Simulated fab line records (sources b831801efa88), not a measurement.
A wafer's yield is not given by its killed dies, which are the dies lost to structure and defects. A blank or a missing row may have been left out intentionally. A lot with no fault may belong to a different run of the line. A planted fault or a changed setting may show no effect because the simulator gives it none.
Split-lot experiment || flow sfq-line || route with 325 steps; 5 lots, 23 wafers read

ON THE SPLIT
At SFQ_TRILAYER_R5_DEP_SPUTTER_132 (material Ti, target thk 5 nm, time 5 s), the setting time-s was moved away from the recipe's 5 s on 9 of the 23 wafers read, by +7.1% to +14.7%. This setting was run at the recipe's value on the other wafers.

The reading is taken at the split's own step.

THE READING
Ti_of_TRILAYER_R5_DEP_SPUTTER_132.thk-nm (the simulator's own value, which no gauge read), in nm, at SFQ_TRILAYER_R5_DEP_SPUTTER_132 (material Ti, target thk 5 nm, time 5 s). There is no usual value for it anywhere in the file. Here, 14 wafers ran the recipe; their average is 4.928 nm with a standard deviation of 0.11 nm.

{"wafer": "L079.2", "tool, chamber at the split": "pvd-sputter-03, -", "time-s as run, s": 5, "against the recipe": "recipe", "Ti_of_TRILAYER_R5_DEP_SPUTTER_132.thk-nm, nm": 5.005, "against lot-mates on the recipe": "-"}
{"wafer": "L079.3", "tool, chamber at the split": "pvd-sputter-03, -", "time-s as run, s": 5.425, "against the recipe": "+8.5%", "Ti_of_TRILAYER_R5_DEP_SPUTTER_132.thk-nm, nm": 5.537, "against lot-mates on the recipe": "+0.516"}
{"wafer": "L079.4", "tool, chamber at the split": "pvd-sputter-03, -", "time-s as run, s": 5.425, "against the recipe": "+8.5%", "Ti_of_TRILAYER_R5_DEP_SPUTTER_132.thk-nm, nm": 5.495, "against lot-mates on the recipe": "+0.474"}
{"wafer": "L079.5", "tool, chamber at the split": "pvd-sputter-03, -", "time-s as run, s": 5, "against the recipe": "recipe", "Ti_of_TRILAYER_R5_DEP_SPUTTER_132.thk-nm, nm": 5.036, "against lot-mates on the recipe": "-"}
{"wafer": "L079.6", "tool, chamber at the split": "pvd-sputter-03, -", "time-s as run, s": 5.425, "against the recipe": "+8.5%", "Ti_of_TRILAYER_R5_DEP_SPUTTER_132.thk-nm, nm": 5.356, "against lot-mates on the recipe": "+0.335"}
{"wafer": "L081.3", "tool, chamber at the split": "pvd-sputter-04, -", "time-s as run, s": 5, "against the recipe": "recipe", "Ti_of_TRILAYER_R5_DEP_SPUTTER_132.thk-nm, nm": 5.067, "against lot-mates on the recipe": "-"}
{"wafer": "L081.5", "tool, chamber at the split": "pvd-sputter-04, -", "time-s as run, s": 5, "against the recipe": "recipe", "Ti_of_TRILAYER_R5_DEP_SPUTTER_132.thk-nm, nm": 5.049, "against lot-mates on the recipe": "-"}
{"wafer": "L081.6", "tool, chamber at the split": "pvd-sputter-04, -", "time-s as run, s": 5, "against the recipe": "recipe", "Ti_of_TRILAYER_R5_DEP_SPUTTER_132.thk-nm, nm": 4.991, "against lot-mates on the recipe": "-"}
{"wafer": "L083.1", "tool, chamber at the split": "pvd-sputter-05, -", "time-s as run, s": 5, "against the recipe": "recipe", "Ti_of_TRILAYER_R5_DEP_SPUTTER_132.thk-nm, nm": 4.833, "against lot-mates on the recipe": "-"}
{"wafer": "L083.2", "tool, chamber at the split": "pvd-sputter-05, -", "time-s as run, s": 5.734, "against the recipe": "+14.7%", "Ti_of_TRILAYER_R5_DEP_SPUTTER_132.thk-nm, nm": 5.605, "against lot-mates on the recipe": "+0.719"}
{"wafer": "L083.4", "tool, chamber at the split": "pvd-sputter-05, -", "time-s as run, s": 5, "against the recipe": "recipe", "Ti_of_TRILAYER_R5_DEP_SPUTTER_132.thk-nm, nm": 4.94, "against lot-mates on the recipe": "-"}
{"wafer": "L083.5", "tool, chamber at the split": "pvd-sputter-05, -", "time-s as run, s": 5.734, "against the recipe": "+14.7%", "Ti_of_TRILAYER_R5_DEP_SPUTTER_132.thk-nm, nm": 5.615, "against lot-mates on the recipe": "+0.729"}
{"wafer": "L083.6", "tool, chamber at the split": "pvd-sputter-05, -", "time-s as run, s": 5.734, "against the recipe": "+14.7%", "Ti_of_TRILAYER_R5_DEP_SPUTTER_132.thk-nm, nm": 5.71, "against lot-mates on the recipe": "+0.824"}
{"wafer": "L084.1", "tool, chamber at the split": "pvd-sputter-03, -", "time-s as run, s": 5, "against the recipe": "recipe", "Ti_of_TRILAYER_R5_DEP_SPUTTER_132.thk-nm, nm": 4.796, "against lot-mates on the recipe": "-"}
{"wafer": "L084.2", "tool, chamber at the split": "pvd-sputter-03, -", "time-s as run, s": 5, "against the recipe": "recipe", "Ti_of_TRILAYER_R5_DEP_SPUTTER_132.thk-nm, nm": 4.787, "against lot-mates on the recipe": "-"}
{"wafer": "L084.3", "tool, chamber at the split": "pvd-sputter-03, -", "time-s as run, s": 5, "against the recipe": "recipe", "Ti_of_TRILAYER_R5_DEP_SPUTTER_132.thk-nm, nm": 4.799, "against lot-mates on the recipe": "-"}
{"wafer": "L084.4", "tool, chamber at the split": "pvd-sputter-03, -", "time-s as run, s": 5, "against the recipe": "recipe", "Ti_of_TRILAYER_R5_DEP_SPUTTER_132.thk-nm, nm": 4.799, "against lot-mates on the recipe": "-"}
{"wafer": "L084.6", "tool, chamber at the split": "pvd-sputter-03, -", "time-s as run, s": 5, "against the recipe": "recipe", "Ti_of_TRILAYER_R5_DEP_SPUTTER_132.thk-nm, nm": 4.81, "against lot-mates on the recipe": "-"}
{"wafer": "L085.1", "tool, chamber at the split": "pvd-sputter-04, -", "time-s as run, s": 5, "against the recipe": "recipe", "Ti_of_TRILAYER_R5_DEP_SPUTTER_132.thk-nm, nm": 5.001, "against lot-mates on the recipe": "-"}
{"wafer": "L085.2", "tool, chamber at the split": "pvd-sputter-04, -", "time-s as run, s": 5, "against the recipe": "recipe", "Ti_of_TRILAYER_R5_DEP_SPUTTER_132.thk-nm, nm": 5.082, "against lot-mates on the recipe": "-"}
{"wafer": "L085.3", "tool, chamber at the split": "pvd-sputter-04, -", "time-s as run, s": 5.355, "against the recipe": "+7.1%", "Ti_of_TRILAYER_R5_DEP_SPUTTER_132.thk-nm, nm": 5.476, "against lot-mates on the recipe": "+0.434"}
{"wafer": "L085.4", "tool, chamber at the split": "pvd-sputter-04, -", "time-s as run, s": 5.355, "against the recipe": "+7.1%", "Ti_of_TRILAYER_R5_DEP_SPUTTER_132.thk-nm, nm": 5.372, "against lot-mates on the recipe": "+0.330"}
{"wafer": "L085.5", "tool, chamber at the split": "pvd-sputter-04, -", "time-s as run, s": 5.355, "against the recipe": "+7.1%", "Ti_of_TRILAYER_R5_DEP_SPUTTER_132.thk-nm, nm": 5.407, "against lot-mates on the recipe": "+0.365"}

THE FIT
A straight line over all 23 wafers: Ti_of_TRILAYER_R5_DEP_SPUTTER_132.thk-nm changes by +0.0533 nm for each +1% of time-s; r = +0.93; the points scatter about the line by 0.11 nm.
The same after taking each lot's own level away (the mean of its wafers on the recipe; 23 wafers): +0.0518 nm for each +1%; r = +0.99; scatter 0.045 nm.
That fit puts the effect of the largest move of time-s on the reading at 0.76 nm.
Measured against the standard deviation above, the lots' own levels, which go from 4.7982 to 5.0415 nm, span 2.2 times it.
The two slopes agree, so the slope changes little with the lot-to-lot level.
Check: with one of the wafers moved furthest among these (+14.7%) left out of the fit, the line predicts +0.773 nm for it against its lot-mates. It came out at +0.719 nm against them.

FURTHER SPLITS ON THESE WAFERS
These wafers also went through other splits before the reading. Each is held against what the fit with the lots' levels taken away leaves over:
{"other split on the same wafers": "SFQ_TRILAYER_JJ_CE_BARC_OPEN_RIE_150 pressure-mtorr", "wafers away from the commonest value": 10, "r with Ti_of_TRILAYER_R5_DEP_SPUTTER_132.thk-nm (lot level and that fit taken away)": -0.02}
{"other split on the same wafers": "SFQ_TRILAYER_M5_ETCH_METAL_ETCH_126 time-s", "wafers away from the commonest value": 9, "r with Ti_of_TRILAYER_R5_DEP_SPUTTER_132.thk-nm (lot level and that fit taken away)": "+0.20"}

THE FILE'S OWN FIT
Ti_of_TRILAYER_R5_DEP_SPUTTER_132.thk-nm changes by +0.0519 nm for each +1% of time-s, r = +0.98.
